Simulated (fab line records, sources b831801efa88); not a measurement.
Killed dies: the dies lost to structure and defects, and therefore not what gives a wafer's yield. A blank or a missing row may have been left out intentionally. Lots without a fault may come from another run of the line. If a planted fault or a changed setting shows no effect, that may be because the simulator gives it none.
Which of the tools did it? | flow sky130 | 14 lots, 42 wafers sampled, at 3 steps of a route of 708

WHAT THE GAUGES READ, wafer by wafer
SKY_NWELL_OVL_MEAS_23.
lot  | measured     | on         | NWELL_01_OVL (nm)
L281 | day 5 08:21  | overlay-01 | -0.6 -1.3 -1.6
L282 | day 5 20:56  | overlay-02 | -1.3 -2.0 -2.5
L284 | day 6 04:45  | overlay-01 | -2.7 -1.3 -4.2
L285 | day 6 09:08  | overlay-02 | -2.1 -1.5 -2.8
L287 | day 6 15:11  | overlay-01 | 0.3 0.4 -0.4
L289 | day 7 06:42  | overlay-01 | 2.0 1.3 1.6
L291 | day 7 17:27  | overlay-01 | -0.8 0.4 1.4
L292 | day 7 23:54  | overlay-02 | -1.0 -1.2 -1.1
L293 | day 8 06:29  | overlay-01 | 1.5 2.0 1.7
L294 | day 8 12:39  | overlay-02 | 0.6 0.9 1.0
L295 | day 8 19:32  | overlay-01 | -1.8 -3.5 -2.0
L296 | day 9 01:41  | overlay-02 | 0.3 0.9 -0.3
L303 | day 10 23:50 | overlay-02 | -0.3 0.5 -0.3
L304 | day 11 02:32 | overlay-01 | 3.9 3.6 4.1

SKY_NWELL_RS_MEAS_29: measures by four-point-probe.
lot  | measured     | on            | NWELL_RS (ohm/sq)
L281 | day 5 08:53  | film metro-03 | 616.5 617.8 617.9
L282 | day 5 21:27  | film metro-03 | 613.9 615.9 614.0
L284 | day 6 05:16  | film metro-01 | 619.7 618.3 621.0
L285 | day 6 09:40  | film metro-03 | 613.7 617.1 617.9
L287 | day 6 15:41  | film metro-02 | 616.0 616.0 615.6
L289 | day 7 07:14  | film metro-03 | 616.5 617.3 616.7
L291 | day 7 17:58  | film metro-03 | 619.2 620.3 616.3
L292 | day 8 00:25  | film metro-01 | 619.8 618.9 620.3
L293 | day 8 06:59  | film metro-02 | 616.9 618.5 616.2
L294 | day 8 13:10  | film metro-01 | 619.7 616.3 618.9
L295 | day 8 20:03  | film metro-03 | 616.5 615.9 618.8
L296 | day 9 02:11  | film metro-01 | 619.0 618.1 618.7
L303 | day 11 00:22 | film metro-01 | 618.4 618.3 619.3
L304 | day 11 03:02 | film metro-03 | 614.7 615.5 616.7

SKY_VT_ADJUST_LVTN_OVL_MEAS_07.
lot  | measured     | on         | VT_ADJUST_LVTN_OVL (nm)
L281 | day 6 21:39  | overlay-02 | -1.1 -1.0 -2.1
L282 | day 7 12:30  | overlay-02 | 0.1 -0.3 -1.0
L284 | day 7 20:39  | overlay-02 | 0.6 -1.0 0.1
L285 | day 8 01:16  | overlay-02 | -1.7 -2.3 -3.6
L287 | day 8 07:47  | overlay-02 | -1.8 -1.6 -2.1
L289 | day 9 01:32  | overlay-01 | 0.2 1.1 0.2
L291 | day 9 13:50  | overlay-01 | -0.2 -1.9 -1.9
L292 | day 9 20:33  | overlay-01 | -0.4 -0.5 0.8
L293 | day 10 03:31 | overlay-02 | -2.7 -1.0 -3.8
L294 | day 10 09:26 | overlay-01 | -1.1 0.1 -1.6
L295 | day 10 17:19 | overlay-01 | 0.6 1.7 1.0
L296 | day 11 00:59 | overlay-02 | 0.6 1.2 0.3
L303 | day 13 00:20 | overlay-02 | -2.8 -2.1 -1.6
L304 | day 13 03:44 | overlay-02 | -0.4 -0.4 -0.2

EACH LOT AND THE TOOL THAT RAN IT (in order: tool; ch and the chambers of the sampled wafers; start)
The record holds no process step before these readings.

WHAT THE TOOLS THEMSELVES READ (means of the sampled wafers that have a number; where no wafer has one, the mark that the record gives instead)
The record holds no such reading with a usual standard deviation.

THE ANSWER, worked out from the rows above alone
Rule: what is usual is taken from the lots themselves. The widest of any qualifying gaps counts: lots, ordered by their means at a reading, are off when they make up no more than a third of the lots, leave a main group of 4 or more, and stand apart from it by 3 or more times the standard deviation of that group's means. If all means in a main group match to the digits the tables above print for the reading, that group is not used. Also off: a lot with no number at a reading for which 4 or more lots have one. All remaining lots with rows at the step are treated as sound. First the gauges in route order, then the tools' own readings, where a lot's mean is used as printed above. At the first step where some lot is off, the reading lying furthest off is the one used; lots without a number count as furthest.
No lot is off at any reading shown: from this, nothing can be told.

WHAT THE SIMULATOR PUT IN
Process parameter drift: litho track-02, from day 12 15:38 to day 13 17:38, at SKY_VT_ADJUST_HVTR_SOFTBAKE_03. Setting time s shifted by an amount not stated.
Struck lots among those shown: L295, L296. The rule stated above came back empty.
